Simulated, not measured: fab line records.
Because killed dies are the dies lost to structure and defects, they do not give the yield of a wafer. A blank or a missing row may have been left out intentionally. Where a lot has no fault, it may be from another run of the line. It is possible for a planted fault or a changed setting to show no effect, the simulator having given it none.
Which of the tools did it?	flow sky130	12 lots, 36 wafers sampled, at 2 steps of a route of 708

## WHAT THE GAUGES SHOWED, per wafer
SKY_VT_ADJUST_HVTR_OVL_MEAS_08.
lot	measured	on	VT_ADJUST_HVTR_OVL (nm)
L075	day 9 22:04	overlay-01	0.9 1.9 2.4
L077	day 10 09:50	overlay-02	0.5 2.9 0.6
L079	day 11 00:05	overlay-02	1.0 0.7 2.5
L081	day 11 13:14	overlay-01	4.4 3.4 2.7
L084	day 12 09:47	overlay-02	2.7 3.3 2.6
L085	day 12 17:38	overlay-02	2.9 2.9 2.9
L087	day 13 08:13	overlay-02	0.0 1.2 1.4
L089	day 13 19:58	overlay-02	0.4 2.5 1.8
L091	day 14 14:51	overlay-01	1.2 0.3 -0.2
L093	day 15 05:31	overlay-02	-0.8 -2.3 -0.2
L095	day 15 15:41	overlay-01	0.7 2.0 2.5
L097	day 16 10:16	overlay-02	0.7 0.9 0.3

## TOOL THAT RAN EACH LOT (tool first, then ch and the chambers of the sampled wafers, then the start)
lot	SKY_VT_ADJUST_NCORE_STRIP_10
L075	plasma-asher-01 ch 0,1, day 9 00:26
L077	plasma-asher-01 ch 0,1, day 9 12:20
L079	plasma-asher-02 ch 0,1, day 10 02:02
L081	plasma-asher-02 ch 0,1, day 10 14:56
L084	plasma-asher-01 ch 0,1, day 11 09:48
L085	plasma-asher-01 ch 0,1, day 11 17:47
L087	plasma-asher-03 ch 0,1, day 12 09:30
L089	plasma-asher-01 ch 0,1, day 12 22:09
L091	plasma-asher-02 ch 0,1, day 13 13:08
L093	plasma-asher-01 ch 0,1, day 14 02:18
L095	plasma-asher-02 ch 0,1, day 14 13:29
L097	plasma-asher-02 ch 0,1, day 15 06:39
- SKY_VT_ADJUST_NCORE_STRIP_10: strips in O2/N2.

## THE ANSWER, worked out from the rows above alone
Rule: usual is defined by the lots themselves. The widest of any qualifying gaps counts: lots, ordered by their means at a reading, are off when they make up no more than a third of the lots, leave a main group of 4 or more, and stand apart from it by 3 or more times the standard deviation of that group's means. A main group is skipped when, at the precision printed for the reading in the tables above, its means are all equal. Also off: a lot with no number at a reading for which 4 or more lots have one. All remaining lots with rows at the step are treated as sound.
None of the lots is off at any reading shown; this tells nothing.

## WHAT WAS PUT IN BY THE SIMULATOR
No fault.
